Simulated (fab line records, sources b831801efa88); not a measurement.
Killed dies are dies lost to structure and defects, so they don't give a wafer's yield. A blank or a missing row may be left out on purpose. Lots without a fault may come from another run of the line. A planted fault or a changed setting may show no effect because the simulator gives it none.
Chamber matching | flow sky130 | SKY_VIA3_CMP_02 on cmp-02: 4 sister chambers
The step polishes SiO2. 8 wafers are shown with their chamber, then 11 later ones without.

WAFERS WITH THEIR CHAMBER
wafer  | chamber | motor_current_A (A) | slurry_flow_ml_min
L078.5 | 0       | 11.5                | 149.8
L083.1 | 1       | 13.5                | 149.2
L083.4 | 0       | 11.5                | 149.7
L084.2 | 1       | 12.7                | 148.5
L087.1 | 3       | 9.6                 | 149.9
L087.4 | 2       | 13.8                | 149.7
L087.5 | 2       | 13.5                | 149.6
L090.1 | 3       | 9.4                 | 149.9

WAFERS WITHOUT THEIR CHAMBER
wafer  | motor_current_A (A) | slurry_flow_ml_min
L090.3 | 11.5                | 150.4
L090.6 | 11.3                | 150.8
L094.2 | 12.7                | 150.9
L094.4 | 14.2                | 150.2
L094.5 | 12.4                | 150.6
L096.2 | 14.0                | 149.5
L096.3 | 9.3                 | 150.1
L096.4 | 13.1                | 149.1
L097.2 | 14.1                | 150.2
L097.4 | 13.1                | 150.8
L097.6 | 9.1                 | 150.1

WHICH CHAMBER EACH WENT THROUGH
wafer  | from the rows above     | in truth
L090.3 | 0                       | 0
L090.6 | 0                       | 0
L094.2 | can't be placed: 2 or 0 | 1
L094.4 | 2                       | 2
L094.5 | can't be placed: 0 or 2 | 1
L096.2 | 2                       | 2
L096.3 | 3                       | 3
L096.4 | can't be placed: 1 or 2 | 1
L097.2 | 2                       | 2
L097.4 | can't be placed: 2 or 0 | 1
L097.6 | 3                       | 3
Placed correctly: 7 of 11. Can't be placed from these rows: 4 (the true chamber is among the candidates in 1). Placed wrongly: 0.
How it was worked out, from the rows above alone: a wafer's distance from a chamber is the root of the sum, over the readings, of the square of ((its reading less the chamber's mean) divided by the reading's scatter). The wafer belongs to the nearest chamber; if the next one is less than 2 further off, it can't be placed. A chamber's mean is the mean of its shown wafers. The scatter: the root of (the sum of the squares of (reading less its chamber's mean) over the shown wafers, divided by (wafers less chambers)).
